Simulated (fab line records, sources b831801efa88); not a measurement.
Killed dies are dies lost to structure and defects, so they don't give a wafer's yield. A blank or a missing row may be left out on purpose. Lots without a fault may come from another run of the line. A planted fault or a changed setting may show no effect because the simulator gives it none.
Chamber matching | flow sky130 | SKY_VIA4_CMP_21 on cmp-01: 4 sister chambers
The step polishes, stops on SiO2, t overpolish 25 s, target thk 0 nm. 4 wafers are shown with their chamber, then 7 later ones without.

WAFERS WITH THEIR CHAMBER
wafer  | chamber | motor_current_A (A)
L910.5 | 3       | 9.9
L911.3 | 2       | 11.7
L915.3 | 1       | 9.7
L915.5 | 0       | 10.1

WAFERS WITHOUT THEIR CHAMBER
wafer  | motor_current_A (A)
L915.6 | 10.0
L922.3 | 9.6
L922.5 | 10.1
L922.6 | 10.9
L928.2 | 9.7
L928.3 | 9.3
L928.6 | 9.6

WHICH CHAMBER EACH WENT THROUGH
wafer  | from the rows above               | in truth
L915.6 | can't be placed: 0 or 3 or 1      | 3
L922.3 | can't be placed: 1 or 3 or 0      | 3
L922.5 | can't be placed: 0 or 3 or 1      | 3
L922.6 | can't be placed: 2 or 0 or 3 or 1 | 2
L928.2 | can't be placed: 1 or 3 or 0      | 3
L928.3 | can't be placed: 1 or 3 or 0      | 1
L928.6 | can't be placed: 1 or 3 or 0      | 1
Placed correctly: 0 of 7. Can't be placed from these rows: 7 (the true chamber is among the candidates in 7). Placed wrongly: 0.
How it was worked out, from the rows above alone: a wafer's distance from a chamber is the root of the sum, over the readings, of the square of ((its reading less the chamber's mean) divided by the reading's scatter). The wafer belongs to the nearest chamber; if the next one is less than 2 further off, it can't be placed. A chamber's mean is the mean of its shown wafers. The scatter: with one shown wafer a chamber, the root of the mean of the squares of how far each hidden wafer lies from its nearest shown one.
